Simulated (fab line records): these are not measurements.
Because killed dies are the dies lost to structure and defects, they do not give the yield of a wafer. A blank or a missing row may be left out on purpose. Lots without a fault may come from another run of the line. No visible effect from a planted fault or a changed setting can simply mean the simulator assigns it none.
fab line records	flow sfqLine
record lots=6	wafers=18	lastDay=93
route steps=325 shown M4@152 I4@163
lots that met no fault: taken from a fault-free run of the same line
startH: hours from the record's opening day to when the first of the lot's shown wafers began	waitH: hours since the lot's step before	" identical to the entry in the row above	L1.1+2: several wafers, shown together as one row	- no value, or no start was given	* or withheld: withheld	< > ~ a bound
route shown NAME@n: names a module that has steps shown in the file, with the first one's number in the route	usual: mean/standard deviation taken from wafers without a fault	same: alike in all rows	chamber/n: place in a boat	sites: each site's reading	_std_site: standard deviation across them	_edge_site: inner sites' mean taken away from outer sites' mean	radiusMm: for every site, how far away it sits from the centre of the wafer	mask NAME#n: copy n	behind: tool/chamber where the wafer was last shaped	hold: what put the lot on hold/how long, in hours/how the hold closed	device: which transistor (n, p or np) failed to switch	end of line: the route-end tests of the same wafers	for a step that has no rows: nothing shown but its recipe	killed: dies that structure and defects cost at the first sort, which is not the same as the wafer's yield	map: shows each die of a wafer: x if killed, . if not, _ if none is there
set.NAME: the setting as run; set.NAME@STEP: as run at that earlier step	model.NAME: the simulator's own value behind a step, which no gauge read
certain route steps with their lots: each step a table, each wafer a row
services: a tool's chamber out of use, with start hour (startH, from the record's first day; less than 0 if before it), hours out, and reason
## steps
# step SFQ_TRILAYER_M4_LITHO_COAT_098
# recipe resist=BARC	spinRpm=3000	resistThkNm=62
# step SFQ_TRILAYER_M4_LITHO_COAT_093
# recipe resist=KrF	spinRpm=3000	resistThkNm=600
# step SFQ_TRILAYER_M4_LITHO_SOFTBAKE_097
# recipe tempC=withheld	timeS=withheld	resist=KrF
# step SFQ_TRILAYER_M4_LITHO_EXPOSE_094
# recipe maskId=M4	na=0.6	sourceShape=conventional	sigmaOuter=0.65	targetCdNm=500	doseMj=14.4
# step SFQ_TRILAYER_M4_LITHO_PEB_096
# recipe pebTempC=115	pebTimeS=60	resist=KrF
# step SFQ_TRILAYER_M4_LITHO_DEVELOP_095
# recipe timeS=60	resist=KrF
# step SFQ_M4_OVL_MEAS_926
# usual M4_OVL=-1/4.2
lot.wafer	tool	chamber	startH	waitH	M4_OVL[nm]
L753.2	overlay-01	-	975.24	0.1	-1
L753.5	"	-	"	"	-3
L753.6	"	-	"	"	-7
L767.1	overlay-01	-	1322.10	0.1	2
L767.4	"	-	"	"	3
L767.6	"	-	"	"	1
L769.1	overlay-01	-	1329.30	0.1	1
L769.2	"	-	"	"	-2
L769.3	"	-	"	"	-1
L771.1	overlay-02	-	1438.33	0.1	2
L771.2	"	-	"	"	-4
L771.3	"	-	"	"	2
L773.4	overlay-02	-	1443.27	0.1	3
L773.5	"	-	"	"	0
L773.6	"	-	"	"	2
L775.2	overlay-02	-	1449.26	0.1	-2
L775.5	"	-	"	"	-4
L775.6	"	-	"	"	0
# step SFQ_TRILAYER_M4_BARC_OPEN_METAL_ETCH_123
# recipe maskMaterial=PR	chemistry=O2	targetDepthNm=125	target=BARC	icpW=600	biasW=80	pressureMtorr=10	timeS=41.7
# usual biasW=80.01/0.25	drypumpMotorCurrentA=6.1/0.47	oesProductAu=0.685/0.0049	rfFwdPowerW=591.7/2.8
# same timeS=41.7
lot.wafer	tool	chamber	startH	waitH	biasW	drypumpMotorCurrentA	oesProductAu	rfFwdPowerW	rfHoursCounterH
L753.2	rieMetal-04	0	975.27	0.0	80.35	5.7	0.690	592.9	68
L753.5	"	0	"	"	80.08	5.7	0.685	592.0	-
L753.6	"	1	"	"	80.15	6.2	0.696	595.4	-
L767.1	rieMetal-02	0	1322.14	0.0	79.58	6.4	0.685	596.1	117
L767.4	"	1	"	"	79.91	6.8	0.686	589.2	-
L767.6	"	1	"	"	79.83	6.8	0.680	588.4	-
L769.1	rieMetal-02	0	1329.34	0.0	79.98	6.4	0.692	596.5	118
L769.2	"	1	"	"	80.02	6.8	0.692	588.0	36
L769.3	"	0	"	"	80.04	6.4	0.684	595.4	-
L771.1	rieMetal-04	0	1438.37	0.0	80.36	5.7	0.690	592.5	1
L771.2	"	1	"	"	79.93	6.3	0.684	593.7	94
L771.3	"	0	"	"	80.27	5.7	0.677	594.0	-
L773.4	rieMetal-03	0	1443.31	0.0	79.65	5.4	0.693	590.8	-
L773.5	"	0	"	"	79.92	5.4	0.687	591.0	-
L773.6	"	1	"	"	79.99	6.3	0.692	590.5	-
L775.2	rieMetal-03	0	1449.29	0.0	80.31	5.5	0.687	588.9	92
L775.5	"	0	"	"	79.68	5.4	0.686	585.7	-
L775.6	"	1	"	"	79.88	6.3	0.675	590.9	-
# step SFQ_TRILAYER_M4_ETCH_METAL_ETCH_096
# recipe target=Nb	stopOn=SiO2	maskMaterial=PR	chemistry=Cl2/Ar	targetDepthNm=240	icpW=600	biasW=80	pressureMtorr=10	timeS=120
# usual biasW=80.03/0.23	drypumpMotorCurrentA=6.1/0.46	oesProductAu=0.893/0.0079	rfFwdPowerW=596.1/2
# same timeS=120
lot.wafer	tool	chamber	startH	waitH	biasW	drypumpMotorCurrentA	oesProductAu	rfFwdPowerW	rfHoursCounterH
L753.2	rieMetal-04	0	975.33	0.0	80.15	5.7	0.879	596.7	68
L753.5	"	0	"	"	80.44	5.7	0.890	598.7	-
L753.6	"	1	"	"	80.16	6.2	0.892	594.3	-
L767.1	rieMetal-02	0	1322.20	0.0	79.93	6.4	0.897	597.8	117
L767.4	"	1	"	"	80.07	6.8	0.897	594.0	-
L767.6	"	1	"	"	79.98	6.8	0.898	594.9	-
L769.1	rieMetal-02	0	1329.40	0.0	80.26	6.4	0.887	597.2	118
L769.2	"	1	"	"	80.22	6.8	0.890	597.0	36
L769.3	"	0	"	"	80.19	6.4	0.882	599.0	-
L771.1	rieMetal-04	0	1438.43	0.0	80.40	5.7	0.901	596.8	1
L771.2	"	1	"	"	80.30	6.2	0.891	596.2	94
L771.3	"	0	"	"	80.25	5.6	0.898	598.2	-
L773.4	rieMetal-03	0	1443.39	0.1	79.98	5.4	0.910	595.7	-
L773.5	"	0	"	"	79.90	5.4	0.901	597.5	-
L773.6	"	1	"	"	80.23	6.3	0.902	596.1	-
L775.2	rieMetal-03	0	1449.35	0.0	79.98	5.4	0.901	597.6	92
L775.5	"	0	"	"	80.18	5.5	0.907	598.5	-
L775.6	"	1	"	"	79.64	6.3	0.902	594.6	-
# step SFQ_TRILAYER_M4_STRIP_STRIP_097
# recipe gas=O2	powerW=200	platenTempC=40	overashFraction=0.65	chemistry=O2	pressureMtorr=50
# usual drypumpMotorCurrentA=6.1/0.46	oesProductAu=0.999/0.0079
lot.wafer	tool	chamber	startH	waitH	drypumpMotorCurrentA	oesProductAu	rfHoursCounterH
L753.2	rieMetal-04	0	975.46	0.1	5.7	1.005	68
L753.5	"	0	"	"	5.7	1.005	-
L753.6	"	1	"	"	6.3	1.009	-
L767.1	rieMetal-02	0	1322.32	0.1	6.4	1.006	117
L767.4	"	1	"	"	6.8	1.009	-
L767.6	"	1	"	"	6.8	1.007	-
L769.1	rieMetal-02	0	1329.52	0.1	6.4	0.999	119
L769.2	"	1	"	"	6.8	1.002	36
L769.3	"	0	"	"	6.4	0.993	-
L771.1	rieMetal-04	0	1438.55	0.1	5.7	1.007	1
L771.2	"	1	"	"	6.3	1.004	94
L771.3	"	0	"	"	5.7	0.998	-
L773.4	rieMetal-03	0	1443.68	0.2	5.4	1.005	-
L773.5	"	0	"	"	5.4	0.998	-
L773.6	"	1	"	"	6.3	0.996	-
L775.2	rieMetal-03	0	1449.48	0.1	5.5	0.994	92
L775.5	"	0	"	"	5.4	0.983	-
L775.6	"	1	"	"	6.3	0.988	-
# step SFQ_TRILAYER_M4_STRIP_SOLV_CLEAN_098
# recipe chemistry=NMP	tempC=70	timeS=600
# step SFQ_TRILAYER_I4_DEP_PECVD_099
# recipe material=SiO2	tempC=150	timeS=111.11	pressureTorr=2.4	rfW=183.3	precursor=SiH4/N2O	targetThkNm=500
# usual heaterPowerW=82/13	rfFwdPowerW=182.5/0.61	throttleValvePct=25.1/1.2
# same timeS=111.11
lot.wafer	tool	chamber	startH	waitH	heaterPowerW	rfFwdPowerW	throttleValvePct
L753.2	pecvd-02	1	976.23	0.0	68	181.8	26.1
L753.5	"	1	"	"	68	182.5	26.0
L753.6	"	0	"	"	106	181.3	25.9
L767.1	pecvd-04	1	1323.10	0.0	73	183.5	24.2
L767.4	"	0	"	"	94	182.6	24.2
L767.6	"	1	"	"	77	183.2	24.1
L769.1	pecvd-02	1	1330.30	0.0	68	182.3	27.3
L769.2	"	0	"	"	95	182.5	26.6
L769.3	"	2	"	"	72	182.4	24.5
L771.1	pecvd-03	0	1439.33	0.0	108	182.1	23.7
L771.2	"	2	"	"	90	182.7	22.8
L771.3	"	1	"	"	82	183.3	22.1
L773.4	pecvd-04	1	1444.29	0.0	81	183.1	24.6
L773.5	"	0	"	"	93	181.9	24.7
L773.6	"	2	"	"	75	182.4	26.1
L775.2	pecvd-02	0	1450.25	0.0	105	181.4	26.6
L775.5	"	0	"	"	107	182.2	26.3
L775.6	"	1	"	"	59	182.2	26.8
# step SFQ_TRILAYER_I4_CMP_CMP_100
# recipe material=SiO2	downForcePsi=3	platenRpm=60	padVelocityMS=0.94248
# usual motorCurrentA=10.5/1.1	slurryFlowMlMin=150.0/0.44	timeToEndpointS=216/5.5
lot.wafer	tool	chamber	startH	waitH	motorCurrentA	slurryFlowMlMin	timeToEndpointS
L753.2	cmp-01	0	977.31	1.0	10.7	150.5	218
L753.6	"	2	978.31	2.0	11.1	150.0	225
L753.5	"	3	"	"	8.5	149.7	223
L767.1	cmp-01	1	1335.95	12.8	10.4	149.9	119
L767.4	"	2	"	"	11.4	149.6	120
L767.6	"	0	1337.45	14.3	10.8	150.5	213
L769.2	cmp-01	1	1341.45	11.1	11.1	150.2	213
L769.1	"	2	"	"	11.7	150.1	115
L769.3	"	3	"	"	8.3	149.3	213
L771.3	cmp-01	1	1441.80	2.4	10.9	149.1	209
L771.1	"	2	"	"	11.0	149.9	208
L771.2	"	3	"	"	8.8	149.9	211
L773.4	cmp-02	0	1447.70	3.4	13.2	149.6	218
L773.5	"	1	"	"	9.9	149.1	226
L773.6	"	2	"	"	9.9	149.9	219
L775.2	cmp-02	0	1456.20	5.9	12.6	149.6	215
L775.5	"	2	1457.20	6.9	10.2	150.3	225
L775.6	"	3	"	"	9.8	149.7	215
# step SFQ_I4_BOW_MEAS_927
# recipe mode=bow
# usual I4_BOW=4/10
lot.wafer	tool	chamber	startH	waitH	I4_BOW[um]
L753.2	filmMetro-02	-	979.33	1.5	-3
L753.5	"	-	"	"	4
L753.6	"	-	"	"	5
L767.1	filmMetro-02	-	1337.95	1.5	-2
L767.4	"	-	"	"	-10
L767.6	"	-	"	"	-9
L769.1	filmMetro-02	-	1343.95	1.5	-6
L769.2	"	-	"	"	4
L769.3	"	-	"	"	3
L771.1	filmMetro-02	-	1444.80	2.0	17
L771.2	"	-	"	"	3
L771.3	"	-	"	"	9
L773.4	filmMetro-04	-	1449.26	1.1	3
L773.5	"	-	"	"	9
L773.6	"	-	"	"	5
L775.2	filmMetro-03	-	1458.22	1.5	5
L775.5	"	-	"	"	20
L775.6	"	-	"	"	9
## services
tool	chamber	startH	hours	kind
rieMetal-04	0	954.06	2.3	repair
rieMetal-03	-	979.56	0.2	repair
rieMetal-02	0	1011.28	3.5	repair
cmp-01	-	1018.71	3.4	repair
rieMetal-02	1	1026.60	1.2	repair
cmp-01	-	1044.29	1.8	repair
cmp-01	-	1076.68	4.6	pm
cmp-01	-	1088.99	4.0	pm
rieMetal-02	-	1091.66	0.7	repair
rieMetal-04	-	1114.09	28.1	pm
rieMetal-03	0	1154.76	14.4	repair
rieMetal-02	-	1190.82	2.8	pm
rieMetal-03	1	1192.11	18.5	repair
rieMetal-02	-	1207.42	6.1	repair
rieMetal-02	-	1228.90	0.5	repair
rieMetal-03	-	1232.35	14.6	pm
rieMetal-04	-	1265.17	2.8	pm
cmp-01	-	1270.60	1.3	repair
rieMetal-04	-	1275.22	0.6	repair
rieMetal-03	-	1345.24	10.6	repair
cmp-01	-	1389.07	4.4	pm
rieMetal-02	-	1421.68	28.1	pm
rieMetal-04	1	1436.73	1.3	repair
rieMetal-02	-	1457.38	5.9	repair
## key
firstSign step=SFQ_TRILAYER_I4_CMP_CMP_100	reading=timeToEndpointS	direction=down	sigmas=18	usual=*	struck=*
effect none on later readings
metAt SFQ_TRILAYER_I4_CMP_CMP_100
struckWafers L767.1,L767.4,L769.1
onsetBetween 977.31 1335.95
fault kind=processParameterDrift	tool=cmp-01	chamber=-	onsetH=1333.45	steps=SFQ_TRILAYER_I4_CMP_CMP_100	channel=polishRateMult	offset=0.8	shape=step	endH=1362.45	scope=struckWafersOnly
